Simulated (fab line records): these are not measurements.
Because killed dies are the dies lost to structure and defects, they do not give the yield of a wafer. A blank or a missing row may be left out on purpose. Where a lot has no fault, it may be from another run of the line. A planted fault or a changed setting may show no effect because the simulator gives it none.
A struck lot beside a sound one || flow sfq line || 26 out of 325 route steps
Sound: wafers L276.1, L276.4, L276.5. The struck wafers were L290.3, L290.4, L290.6. The cause is given at the end.
For every step that has rows: the tool of each side, followed by ch and its chambers, followed by its first start. Under that, the readings that differ: sound wafers || struck wafers || difference of the means || sigmas: that difference in standard deviations of wafers without a fault.
alike: readings whose means differ by less than 2 such deviations, and words and numbers that are the same on both sides. not compared: withheld readings, readings that some wafer has no value for, bounds like >300 that may hide the same value, and numbers for which the record gives no deviation and whose values overlap.
Wherever a step has rows on one side only, a row that says differs or no value, or a row with sigmas, the two part there. Numbers that have no deviation but don't overlap get no sigmas and don't part them. A reading that every wafer of one side lacks parts them only if that side has two wafers or more.

SFQ_L0_RS_MEAS_901: uses a four-point probe to measure.
  struck on film metro-04, day 5 21:36; sound on film metro-04, day 2 23:34
  alike: L0_MONX_KI_RS
SFQ_L0_THK_MEAS_902: measures by xrf.
  struck on film metro-04, day 5 21:42; sound on film metro-04, day 2 23:41
  alike: L0_MONX_KI_THK
then, 6 steps without rows for these wafers: SFQ_TRILAYER_L0_LITHO_COAT_010 (resist thk 62 nm); SFQ_TRILAYER_L0_LITHO_COAT_005 (resist thk 600 nm); SFQ_TRILAYER_L0_LITHO_SOFTBAKE_009; SFQ_TRILAYER_L0_LITHO_EXPOSE_006 (exposes mask L0, target cd 2000 nm); SFQ_TRILAYER_L0_LITHO_PEB_008 (peb time 60 s); SFQ_TRILAYER_L0_LITHO_DEVELOP_007 (time 60 s).
SFQ_TRILAYER_L0_BARC_OPEN_METAL_ETCH_010: etches BARC in O2, target depth 125 nm, time 41.7 s.
  sound on rie metal-02 ch 0,1, day 3 13:13; struck on rie metal-02 ch 0,1, day 6 19:43
  alike: drypump motor current A, oes product au
  not compared: rf hours counter h
SFQ_TRILAYER_L0_ETCH_METAL_ETCH_008: etches MoNx KI in SF6/O2, stops on SiO2, target depth 50 nm, time 25 s.
  sound on rie metal-02 ch 0,1, day 3 13:17; struck on rie metal-02 ch 0,1, day 6 19:46
  alike: drypump motor current A, oes product au
  not compared: rf hours counter h
SFQ_TRILAYER_L0_STRIP_STRIP_009: strips in O2.
  sound on rie metal-02 ch 0,1, day 3 13:19; struck on rie metal-02 ch 0,1, day 6 20:00
  alike: drypump motor current A, oes product au
  not compared: rf hours counter h
then, 1 step without rows for these wafers: SFQ_TRILAYER_L0_STRIP_SOLV_CLEAN_010 (cleans in NMP, time 600 s).
SFQ_TRILAYER_L0_CAP_PECVD_011: deposits SiO2 from SiH4/N2O, time 13.333 s, target thk 60 nm.
  sound on pecvd-02 ch 0,1,2, day 3 14:06; struck on pecvd-02 ch 0,1, day 6 20:46
  alike: heater power outer w, heater power w, throttle valve pct
then, 6 steps without rows for these wafers: SFQ_TRILAYER_L0_VIA_LITHO_COAT_018 (resist thk 62 nm); SFQ_TRILAYER_L0_VIA_LITHO_COAT_013 (resist thk 650 nm); SFQ_TRILAYER_L0_VIA_LITHO_SOFTBAKE_017; SFQ_TRILAYER_L0_VIA_LITHO_EXPOSE_014 (exposes mask L0V, target cd 700 nm); SFQ_TRILAYER_L0_VIA_LITHO_PEB_016 (peb time 60 s); SFQ_TRILAYER_L0_VIA_LITHO_DEVELOP_015 (time 60 s).
-- the record jumps here: 5 days lie between the struck wafers' starts before and after --
SFQ_L0V_OVL_MEAS_903:
  struck on overlay-01, day 11 17:59; sound on overlay-02, day 6 13:31
  alike: L0V_OVL
then, 1 step without rows for these wafers: SFQ_TRILAYER_L0_VIA_BARC_OPEN_VIA_ETCH_021 (etches BARC in O2, target depth 125 nm, time 41.7 s).
SFQ_TRILAYER_L0_VIA_ETCH_VIA_ETCH_016: etches SiO2 in CHF3, stops on MoNx KI, target depth 80 nm.
  sound on rie diel-03 ch 1,3, day 6 13:36; struck on rie diel-02 ch 0,1,2, day 11 18:03
{"reading": "oes product au (a.u.)", "sound": "0.839 0.847 0.849", "struck": "1.007 1.004 1.009", "difference": "+0.162", "sigmas": "+20"}
{"reading": "model.etch.depth nm (nm)", "sound": "59.58 60.09 60.19", "struck": "80.01 80.23 81.2", "difference": "+20.53", "sigmas": ""}
{"reading": "model.L0V.feature depth nm (nm)", "sound": "59.58 60.09 60.19", "struck": "80.01 80.23 81.2", "difference": "+20.53", "sigmas": ""}
  alike: drypump motor current A
SFQ_TRILAYER_L0_VIA_STRIP_STRIP_017: strips in O2.
  sound on rie metal-01 ch 0,1, day 6 13:38; struck on rie metal-03 ch 1, day 11 18:29
{"reading": "drypump motor current A (A)", "sound": "6.1 6.1 5.5", "struck": "4.9 5.0 4.9", "difference": -1.0, "sigmas": -2}
  alike: oes product au
  not compared: rf hours counter h
then, 1 step without rows for these wafers: SFQ_TRILAYER_L0_VIA_STRIP_SOLV_CLEAN_018 (cleans in NMP, time 600 s).
SFQ_TRILAYER_M0_DEP_PRE_CLEAN_020: time 15 s.
  struck on pvd sputter-06, day 11 19:28; sound on pvd sputter-04, day 6 14:25
{"reading": "model.SiO2_of_TRILAYER_L0_CAP_PECVD_011.thk nm (nm)", "sound": "54.58 55.09 55.19", "struck": "113.6 116.4 114.6", "difference": "+59.9", "sigmas": ""}
SFQ_TRILAYER_M0_DEP_SPUTTER_019: material Nb, target thk 200 nm, time 133.3 s.
  struck on pvd sputter-06, day 11 19:29; sound on pvd sputter-04, day 6 14:26
  alike: chamber pressure pa, throttle valve pct

WHERE THEY PART
At SFQ_TRILAYER_L0_VIA_ETCH_VIA_ETCH_016 first; at SFQ_TRILAYER_L0_VIA_STRIP_STRIP_017 last (within this record only). Later steps at which nothing parts them and some readings are alike: SFQ_TRILAYER_M0_DEP_SPUTTER_019.

WHY: the cause the simulator had injected
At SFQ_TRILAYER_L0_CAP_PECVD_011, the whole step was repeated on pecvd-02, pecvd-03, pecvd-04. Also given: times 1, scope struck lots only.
